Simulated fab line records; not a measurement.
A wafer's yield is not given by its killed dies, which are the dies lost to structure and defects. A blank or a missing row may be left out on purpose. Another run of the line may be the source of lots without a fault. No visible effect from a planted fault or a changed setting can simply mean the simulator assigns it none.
Which tool is to blame? | flow sky130 | 36 wafers from 12 lots sampled at 5 of the route's 708 steps

== WHAT EACH GAUGE READ, for each wafer ==
SKY_CAP2M_OVL_MEAS_12. Usual: CAP2M_OVL -0.6 nm, standard deviation 1.2.
lot  | measured     | on         | CAP2M_OVL (nm) | flag
L879 | day 41 01:52 | overlay-01 | -0.9 -0.2 0.5  |
L881 | day 41 04:16 | overlay-02 | -2.8 -2.9 -3.8 |
L882 | day 41 18:28 | overlay-02 | -0.8 -1.9 1.0  |
L883 | day 42 02:16 | overlay-01 | -1.0 -1.6 -0.2 |
L884 | day 42 21:49 | overlay-01 | -0.1 -0.8 -0.9 |
L885 | day 42 22:26 | overlay-02 | -0.5 0.3 -0.3  |
L886 | day 42 23:26 | overlay-01 | 0.1 0.8 0.2    |
L887 | day 43 08:49 | overlay-01 | 0.9 -0.5 0.0   |
L894 | day 45 13:07 | overlay-01 | -1.8 -1.4 -0.4 |
L896 | day 45 17:56 | overlay-02 | -0.3 -0.7 0.6  |
L898 | day 46 08:01 | overlay-01 | -0.8 -1.5 -0.2 |
L900 | day 47 01:41 | overlay-02 | 0.1 0.2 -1.8   |

SKY_VIA4_THK_MEAS_01. Usual: VIA4_HDPCVD_THK 1756 nm, standard deviation 16.
lot  | measured     | on            | VIA4_HDPCVD_THK (nm) | flag
L879 | day 42 03:53 | film_metro-04 | 1751 1751 1763       |
L881 | day 42 05:43 | film_metro-03 | 1755 1735 1758       |
L882 | day 42 20:25 | film_metro-04 | 1749 1768 1761       |
L883 | day 43 04:25 | film_metro-04 | 1764 1774 1770       |
L884 | day 43 22:32 | film_metro-01 | 1758 1756 1757       |
L885 | day 43 23:08 | film_metro-01 | 1758 1774 1761       |
L886 | day 43 23:59 | film_metro-01 | 3250 3248 3228       | OFF
L887 | day 44 09:25 | film_metro-04 | 3244 3242 3240       | OFF
L894 | day 46 12:03 | film_metro-03 | 1761 1764 1772       |
L896 | day 46 15:55 | film_metro-04 | 1739 1735 1741       |
L898 | day 47 05:31 | film_metro-04 | 1735 1753 1732       |
L900 | day 47 23:38 | film_metro-04 | 1733 1739 1748       |

== WHAT TOOL EACH LOT RAN ON (gives the tool, then ch and the chambers of the sampled wafers, and finally the start) ==
lot  | SKY_METAL4_SPUTTER_02        | SKY_METAL4_SPUTTER_04        | SKY_VIA4_HDPCVD_00
L879 | pvd_sputter-03, day 40 01:44 | pvd_sputter-03, day 40 01:48 | hdpcvd-02 ch 0,1,2, day 42 03:42
L881 | pvd_sputter-03, day 40 03:47 | pvd_sputter-03, day 40 03:51 | hdpcvd-02 ch 0,1,2, day 42 05:33
L882 | pvd_sputter-03, day 40 18:53 | pvd_sputter-03, day 40 18:56 | hdpcvd-02 ch 0,1,2, day 42 20:14
L883 | pvd_sputter-01, day 41 02:23 | pvd_sputter-01, day 41 02:27 | hdpcvd-02 ch 0,1, day 43 04:14
L884 | pvd_sputter-03, day 41 22:08 | pvd_sputter-03, day 41 22:11 | hdpcvd-02 ch 0,1,2, day 43 22:21
L885 | pvd_sputter-04, day 41 22:42 | pvd_sputter-04, day 41 22:46 | hdpcvd-01 ch 0,1,2, day 43 23:01
L886 | pvd_sputter-04, day 41 23:52 | pvd_sputter-04, day 41 23:55 | hdpcvd-02 ch 1,2, day 43 23:48
L887 | pvd_sputter-04, day 42 08:51 | pvd_sputter-04, day 42 08:55 | hdpcvd-02 ch 0,1,2, day 44 09:15
L894 | pvd_sputter-01, day 44 15:41 | pvd_sputter-01, day 44 15:44 | hdpcvd-01 ch 0,2, day 46 11:52
L896 | pvd_sputter-01, day 44 20:59 | pvd_sputter-01, day 44 21:03 | hdpcvd-01 ch 1,2, day 46 15:44
L898 | pvd_sputter-04, day 45 11:00 | pvd_sputter-04, day 45 11:04 | hdpcvd-02 ch 0,1, day 47 05:20
L900 | pvd_sputter-01, day 46 05:50 | pvd_sputter-01, day 46 05:53 | hdpcvd-02 ch 1,2, day 47 23:26
- SKY_METAL4_SPUTTER_02: material AlCu, target thk 735 nm, time 39.1 s.
- SKY_METAL4_SPUTTER_04: material TiN, target thk 70 nm, time 58.3 s.
- SKY_VIA4_HDPCVD_00: deposits SiO2, target thk 1750 nm, time 291.7 s.

== WHAT THE TOOLS THEMSELVES READ (means of the sampled wafers that have a number; where no wafer has one, the mark that the record gives instead) ==
SKY_METAL4_SPUTTER_02. Usual: 30.4 % for throttle_valve_pct, sd 1.2.
lot  | tool           | throttle_valve_pct (%) | flag
L879 | pvd_sputter-03 | 29.9                   |
L881 | pvd_sputter-03 | 30.5                   |
L882 | pvd_sputter-03 | 29.9                   |
L883 | pvd_sputter-01 | 30.4                   |
L884 | pvd_sputter-03 | 30.1                   |
L885 | pvd_sputter-04 | 30.0                   |
L886 | pvd_sputter-04 | 30.2                   |
L887 | pvd_sputter-04 | 30.8                   |
L894 | pvd_sputter-01 | 32.4                   |
L896 | pvd_sputter-01 | 32.7                   |
L898 | pvd_sputter-04 | 29.9                   |
L900 | pvd_sputter-01 | 31.5                   |

SKY_METAL4_SPUTTER_04. Usual: 30.4 % for throttle_valve_pct, sd 1.2.
lot  | tool           | throttle_valve_pct (%) | flag
L879 | pvd_sputter-03 | 30.1                   |
L881 | pvd_sputter-03 | 30.6                   |
L882 | pvd_sputter-03 | 30.2                   |
L883 | pvd_sputter-01 | 30.4                   |
L884 | pvd_sputter-03 | 30.2                   |
L885 | pvd_sputter-04 | 29.9                   |
L886 | pvd_sputter-04 | 30.2                   |
L887 | pvd_sputter-04 | 30.7                   |
L894 | pvd_sputter-01 | 32.5                   |
L896 | pvd_sputter-01 | 32.6                   |
L898 | pvd_sputter-04 | 29.5                   |
L900 | pvd_sputter-01 | 31.6                   |

SKY_VIA4_HDPCVD_00. Usual: 399.97 C for susceptor_temp_C, sd 0.23.
lot  | tool      | susceptor_temp_C (C) | flag
L879 | hdpcvd-02 | 399.93               |
L881 | hdpcvd-02 | 399.67               |
L882 | hdpcvd-02 | 399.99               |
L883 | hdpcvd-02 | 399.98               |
L884 | hdpcvd-02 | 400.13               |
L885 | hdpcvd-01 | 399.90               |
L886 | hdpcvd-02 | 399.99               |
L887 | hdpcvd-02 | 399.91               |
L894 | hdpcvd-01 | 399.90               |
L896 | hdpcvd-01 | 399.99               |
L898 | hdpcvd-02 | 400.01               |
L900 | hdpcvd-02 | 399.91               |

== THE ANSWER, worked out from the rows above alone ==
Rule: lot off if the mean of its wafers having a number is beyond 3 standard deviations from the usual mean. Also off: a lot with no number at a reading for which 4 or more lots have one. Any other lot the step has rows for is counted as sound. First the gauges in route order, then the tools' own readings, where a lot's mean is used as printed above. At the first step where some lot is off, the reading lying furthest off is the one used; lots without a number count as furthest.
Off: at SKY_VIA4_THK_MEAS_01 (VIA4_HDPCVD_THK), L886, L887.
A tool fits if, at a process step before that reading, it ran every lot that is off, and no sound lot after the first of them. Gauges at SKY_VIA4_THK_MEAS_01: tried the same way as those tools. No candidate that was tried fits.

== WHAT THE SIMULATOR PUT IN ==
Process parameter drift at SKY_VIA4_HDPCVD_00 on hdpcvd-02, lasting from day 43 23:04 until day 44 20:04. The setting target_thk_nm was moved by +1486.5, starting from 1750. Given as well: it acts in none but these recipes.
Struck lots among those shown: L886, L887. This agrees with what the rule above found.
